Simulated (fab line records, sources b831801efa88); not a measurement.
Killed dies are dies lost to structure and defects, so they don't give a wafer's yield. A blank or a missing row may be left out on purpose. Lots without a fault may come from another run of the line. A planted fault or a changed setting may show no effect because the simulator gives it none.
fab line records | flow sky130
record lots=11 wafers=33 last_day=50
route steps=708 shown CONTACT@408 METAL1@438
lots that met no fault: from a run of the same line without faults
start_h: hours from the record's first day to the start of the lot's first wafer shown | wait_h: hours since the lot's step before | " the same as in the row above | L1.1+2: a row that stands for several wafers | - no value, or no start given | * or withheld: withheld | < > ~ a bound
route shown NAME@n: a module of which the file shows steps, and the number in the route of the first | usual: mean/standard deviation of fault-free wafers | same: alike in all rows | chamber/n: place in a boat | sites: the reading at each site | _std_site: their standard deviation | _edge_site: outer sites' mean less inner sites' | radius_mm: how far each site lies from the wafer's centre | mask NAME#n: copy n | behind: the tool/chamber that last shaped the wafer | hold: why the lot was held/for how many hours/how that ended | device: the transistor (n, p or np) that didn't switch | end of line: the same wafers' tests at the end of the route | a step without rows: its recipe alone | killed: dies lost to structure and defects at the first sort, not the wafer's yield | map: a wafer's dies, x killed, . not, _ none there
set.NAME: the setting as run; set.NAME@STEP: as run at that earlier step | model.NAME: the simulator's own value behind a step, which no gauge read
steps of the route over a sample of lots; a table a step, a row a wafer
services: from which hour (start_h, from the record's first day; less than 0 if before it) a tool's chamber was out of use, for how many hours, and why
## steps
# step SKY_CONTACT_HDPCVD_02
# recipe material=SiO2 target_thk_nm=565 sigma_open_frac=0.3 time_s=94.2 temp_c=600 sih4_flow_sccm=60 pressure_mtorr=6
# usual run_length_s=121.8/0.59
# columns lot.wafer tool chamber start_h wait_h run_length_s
L330.2 hdpcvd-01 0 737.18 0.0 121.7
L330.3 " 1 " " 120.8
L330.4 " 2 " " 121.3
L331.1 hdpcvd-02 1 742.65 0.1 122.3
L331.4 " 2 " " 121.4
L331.5 " 0 " " 122.7
L332.1 hdpcvd-02 0 756.40 0.1 122.8
L332.2 " 1 " " 121.8
L332.3 " 2 " " 121.2
L341.4 hdpcvd-02 2 821.31 0.1 116.4
L341.5 " 1 " " 122.7
L341.6 " 0 " " 122.9
L342.3 hdpcvd-02 2 833.45 0.0 116.3
L342.5 " 0 " " 123.0
L342.6 " 1 " " 121.8
L343.2 hdpcvd-01 2 838.69 0.0 121.5
L343.3 " 1 " " 121.3
L343.5 " 1 " " 120.8
L344.2 hdpcvd-01 2 844.03 0.0 121.6
L344.3 " 0 " " 121.7
L344.5 " 0 " " 121.7
L345.2 hdpcvd-01 2 850.45 0.0 121.5
L345.3 " 1 " " 121.2
L345.4 " 1 " " 121.0
L349.1 hdpcvd-01 0 879.84 0.1 121.6
L349.2 " 1 " " 121.8
L349.5 " 0 " " 121.9
L350.2 hdpcvd-01 0 884.45 0.0 121.6
L350.3 " 1 " " 121.7
L350.5 " 0 " " 122.1
L351.1 hdpcvd-01 2 891.79 0.1 121.2
L351.4 " 0 " " 121.5
L351.5 " 1 " " 120.8
# step SKY_CONTACT_THK_MEAS_03
# recipe reads=SiO2_of_CONTACT_HDPCVD_02
# usual CONTACT_HDPCVD_THK=563/4.9
# columns lot.wafer tool chamber start_h wait_h hold CONTACT_HDPCVD_THK[nm]
L330.2 film_metro-03 - 737.26 0.0 - 562
L330.3 " - " " - 567
L330.4 " - " " - 561
L331.1 film_metro-01 - 742.72 0.0 - 565
L331.4 " - " " - 566
L331.5 " - " " - 558
L332.1 film_metro-01 - 756.46 0.0 - 554
L332.2 " - " " - 548
L332.3 " - " " - 558
L341.4 film_metro-01 - 821.37 0.0 await_dispo/0.2h/release 525
L341.5 " - " " await_dispo/0.2h/release 564
L341.6 " - " " await_dispo/0.2h/release 567
L341.4 film_metro-01 - 821.60 0.2 - 525
L341.5 " - " " - 564
L341.6 " - " " - 566
L342.3 film_metro-03 - 833.54 0.1 await_dispo/0.2h/release 521
L342.5 " - " " await_dispo/0.2h/release 553
L342.6 " - " " await_dispo/0.2h/release 557
L342.3 film_metro-03 - 833.77 0.2 - 521
L342.5 " - " " - 553
L342.6 " - " " - 557
L343.2 film_metro-03 - 838.77 0.0 - 565
L343.3 " - " " - 564
L343.5 " - " " - 563
L344.2 film_metro-02 - 844.11 0.0 - 563
L344.3 " - " " - 567
L344.5 " - " " - 561
L345.2 film_metro-02 - 850.53 0.0 - 565
L345.3 " - " " - 558
L345.4 " - " " - 559
L349.1 film_metro-02 - 879.91 0.0 - 575
L349.2 " - " " - 571
L349.5 " - " " - 570
L350.2 film_metro-02 - 884.53 0.0 - 566
L350.3 " - " " - 563
L350.5 " - " " - 566
L351.1 film_metro-01 - 891.86 0.0 - 563
L351.4 " - " " - 561
L351.5 " - " " - 562
# step SKY_CONTACT_CMP_04
# recipe material=SiO2 down_force_psi=4 platen_rpm=60 pad_velocity_m_s=0.94248
# usual edge_zone_pressure_frac=1.000/0.0052 motor_current_A=11.4/1.2 time_to_endpoint_s=80/4.9
# columns lot.wafer tool chamber start_h wait_h hold edge_zone_pressure_frac motor_current_A time_to_endpoint_s
L330.4 cmp-01 2 737.31 0.0 - 1.000 12.1 82
L330.2 " 3 " " - 0.999 10.4 87
L330.3 " 0 " " - 0.996 10.0 92
L331.1 cmp-01 1 742.83 0.1 - 0.997 11.6 88
L331.4 " 3 " " - 1.004 10.4 89
L331.5 " 1 " " - 1.005 11.3 82
L332.1 cmp-01 0 756.52 0.1 - 0.997 10.1 86
L332.2 " 1 " " - 1.010 11.7 79
L332.3 " 3 " " - 0.999 10.7 85
L341.4 cmp-01 2 825.89 4.3 await_dispo/4.0h/release 0.998 12.1 64
L341.6 " 1 " " await_dispo/4.0h/release 1.009 12.1 82
L341.5 " 2 " " await_dispo/4.0h/release 0.997 12.1 78
L342.3 cmp-02 1 837.16 3.4 await_dispo/3.3h/release 0.998 10.3 63
L342.6 " 0 " " await_dispo/3.3h/release 1.003 11.6 76
L342.5 " 1 " " await_dispo/3.3h/release 0.991 9.9 73
L343.3 cmp-01 2 838.82 0.0 - 1.005 11.5 78
L343.2 " 0 " " - 1.004 10.0 86
L343.5 " 2 " " - 0.999 12.1 77
L344.2 cmp-02 3 844.21 0.1 - 0.998 11.1 73
L344.3 " 1 " " - 1.001 10.4 78
L344.5 " 3 " " - 0.991 11.7 73
L345.2 cmp-02 3 850.58 0.0 - 0.992 11.7 71
L345.4 " 0 " " - 1.005 11.5 72
L345.3 " 2 " " - 1.004 13.9 70
L349.2 cmp-02 0 879.97 0.0 - 0.994 13.1 84
L349.1 " 3 " " - 1.003 12.3 77
L349.5 " 1 " " - 0.998 10.4 78
L350.3 cmp-02 3 884.58 0.0 - 1.009 12.3 77
L350.2 " 1 " " - 0.999 10.2 78
L350.5 " 3 " " - 1.000 11.9 73
L351.4 cmp-02 3 891.92 0.0 - 1.005 12.1 76
L351.1 " 1 " " - 1.001 9.8 83
L351.5 " 3 " " - 1.002 12.2 75
# step SKY_CONTACT_CVD_24
# recipe material=W target_thk_nm=340 time_s=102.12 temp_c=400 pressure_torr=40
# usual chamber_pressure_Torr=40.01/0.085 heater_power_w=811/63
# columns lot.wafer tool chamber start_h wait_h chamber_pressure_Torr heater_power_w
L330.2 cvd_w-01 1 765.71 0.0 39.86 717
L330.3 " 0 " " 39.98 852
L330.4 " 1 " " 40.00 725
L331.1 cvd_w-01 0 770.73 0.0 40.01 847
L331.4 " 0 " " 40.13 879
L331.5 " 0 " " 40.12 866
L332.1 cvd_w-02 0 783.78 0.0 40.04 775
L332.2 " 1 " " 40.28 852
L332.3 " 1 " " 39.93 843
L341.4 cvd_w-01 0 849.53 0.0 40.06 864
L341.5 " 1 " " 40.00 723
L341.6 " 0 " " 40.06 867
L342.3 cvd_w-01 0 861.26 0.1 40.01 887
L342.5 " 1 " " 40.04 735
L342.6 " 0 " " 40.04 869
L343.2 cvd_w-01 0 866.43 0.1 40.09 867
L343.3 " 0 " " 39.92 875
L343.5 " 0 " " 39.97 884
L344.2 cvd_w-01 0 872.32 0.0 39.90 846
L344.3 " 0 " " 39.92 839
L344.5 " 1 " " 39.93 734
L345.2 cvd_w-01 0 878.69 0.0 40.03 879
L345.3 " 0 " " 39.95 875
L345.4 " 1 " " 40.08 736
L349.1 cvd_w-02 1 907.05 0.1 40.02 844
L349.2 " 0 " " 40.07 781
L349.5 " 1 " " 39.99 859
L350.2 cvd_w-02 1 911.82 0.0 40.02 871
L350.3 " 0 " " 40.06 754
L350.5 " 1 " " 40.10 903
L351.1 cvd_w-01 1 918.61 0.0 40.12 669
L351.4 " 1 " " 40.19 695
L351.5 " 1 " " 39.99 689
# step SKY_METAL1_SPUTTER_04
# recipe material=TiN target_thk_nm=70 power_w=6500 time_s=58.3 chamber_pressure_pa=0.4
# usual throttle_valve_pct=30.1/0.74
# columns lot.wafer tool chamber start_h wait_h throttle_valve_pct
L330.2 pvd_sputter-04 - 766.39 0.0 28.9
L330.3 " - " " 31.2
L330.4 " - " " 30.7
L331.1 pvd_sputter-01 - 771.51 0.0 30.8
L331.4 " - " " 29.3
L331.5 " - " " 29.4
L332.1 pvd_sputter-01 - 784.46 0.0 29.6
L332.2 " - " " 29.6
L332.3 " - " " 29.8
L341.4 pvd_sputter-04 - 850.18 0.0 29.8
L341.5 " - " " 31.1
L341.6 " - " " 28.9
L342.3 pvd_sputter-04 - 861.90 0.0 28.9
L342.5 " - " " 29.1
L342.6 " - " " 31.0
L343.2 pvd_sputter-04 - 867.18 0.0 30.7
L343.3 " - " " 31.0
L343.5 " - " " 28.7
L344.2 pvd_sputter-03 - 873.00 0.0 28.8
L344.3 " - " " 30.0
L344.5 " - " " 29.1
L345.2 pvd_sputter-03 - 879.37 0.0 30.3
L345.3 " - " " 30.7
L345.4 " - " " 30.7
L349.1 pvd_sputter-03 - 907.73 0.0 30.4
L349.2 " - " " 30.7
L349.5 " - " " 29.1
L350.2 pvd_sputter-04 - 912.50 0.0 29.0
L350.3 " - " " 31.1
L350.5 " - " " 30.7
L351.1 pvd_sputter-03 - 919.32 0.0 30.6
L351.4 " - " " 30.3
L351.5 " - " " 30.8
# step SKY_METAL1_THK_MEAS_06
# recipe thk_meas_gauge=xrf reads=AlCu_of_METAL1_SPUTTER_02
# usual METAL1_ALCU_THK=247/3.1
# columns lot.wafer tool chamber start_h wait_h METAL1_ALCU_THK[nm]
L330.2 film_metro-03 - 766.57 0.1 242
L330.3 " - " " 245
L330.4 " - " " 245
L331.1 film_metro-03 - 771.68 0.1 252
L331.4 " - " " 250
L331.5 " - " " 251
L332.1 film_metro-04 - 784.63 0.1 248
L332.2 " - " " 247
L332.3 " - " " 245
L341.4 film_metro-04 - 850.37 0.1 243
L341.5 " - " " 247
L341.6 " - " " 241
L342.3 film_metro-04 - 862.09 0.1 243
L342.5 " - " " 244
L342.6 " - " " 247
L343.2 film_metro-01 - 867.36 0.1 245
L343.3 " - " " 245
L343.5 " - " " 245
L344.2 film_metro-01 - 873.18 0.1 248
L344.3 " - " " 245
L344.5 " - " " 250
L345.2 film_metro-04 - 879.55 0.1 244
L345.3 " - " " 247
L345.4 " - " " 247
L349.1 film_metro-01 - 907.90 0.1 246
L349.2 " - " " 252
L349.5 " - " " 250
L350.2 film_metro-04 - 912.68 0.1 245
L350.3 " - " " 246
L350.5 " - " " 244
L351.1 film_metro-04 - 919.49 0.1 249
L351.4 " - " " 247
L351.5 " - " " 247
## services
# columns tool chamber start_h hours kind
pvd_sputter-03 - 732.54 11.1 repair
cmp-01 - 744.28 4.0 pm
cmp-02 - 745.99 28.9 repair
cmp-02 - 762.36 4.1 repair
pvd_sputter-04 - 767.78 13.7 repair
cmp-01 - 768.26 1.4 repair
cvd_w-01 1 783.49 13.5 repair
hdpcvd-01 - 790.46 0.8 repair
cmp-02 - 801.89 5.1 repair
cmp-01 - 820.14 0.9 repair
cmp-01 - 820.98 0.3 repair
cmp-01 - 839.81 2.3 repair
cmp-02 - 842.43 0.9 repair
hdpcvd-02 - 850.64 2.8 pm
cmp-01 - 856.67 0.2 repair
cmp-01 - 858.48 1.2 repair
cvd_w-01 1 863.86 2.7 repair
cmp-02 - 865.20 0.8 repair
cvd_w-01 1 895.32 3.9 repair
hdpcvd-01 - 901.62 2.8 pm
cmp-01 - 902.00 2.3 repair
cvd_w-01 - 904.00 14.0 pm
cmp-02 - 909.80 6.0 pm
cmp-02 - 915.81 4.0 pm
## key
first_sign step=SKY_CONTACT_HDPCVD_02 reading=run_length_s direction=down sigmas=9.3 usual=* struck=*
effect step=SKY_CONTACT_THK_MEAS_03 reading=visit direction=added
effect step=SKY_CONTACT_THK_MEAS_03 reading=CONTACT_HDPCVD_THK direction=down sigmas=8.2 usual=563 struck=523
effect step=SKY_CONTACT_CMP_04 reading=time_to_endpoint_s direction=down sigmas=3.4 usual=* struck=*
met_at SKY_CONTACT_HDPCVD_02
struck_lots L341,L342
struck_wafers L341.4,L342.3
tester_left_out L341,L342
not_acting_at SKY_CONTACT_CVD_24,SKY_METAL1_SPUTTER_04,SKY_METAL1_THK_MEAS_06
onset_between 756.40 821.31
fault kind=process_parameter_drift tool=hdpcvd-02 chamber=2 onset_h=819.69 steps=SKY_CONTACT_HDPCVD_02 channel=time_s offset=* shape=step end_h=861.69 acts_in=* stated=*
# tester_left_out: of these lots the tester's yield and bins aren't shown, on N5 and GAA mostly nor the transistor test; their killed dies are dies lost to structure and defects alone, not to doping, threshold or leakage, so they don't give the yield
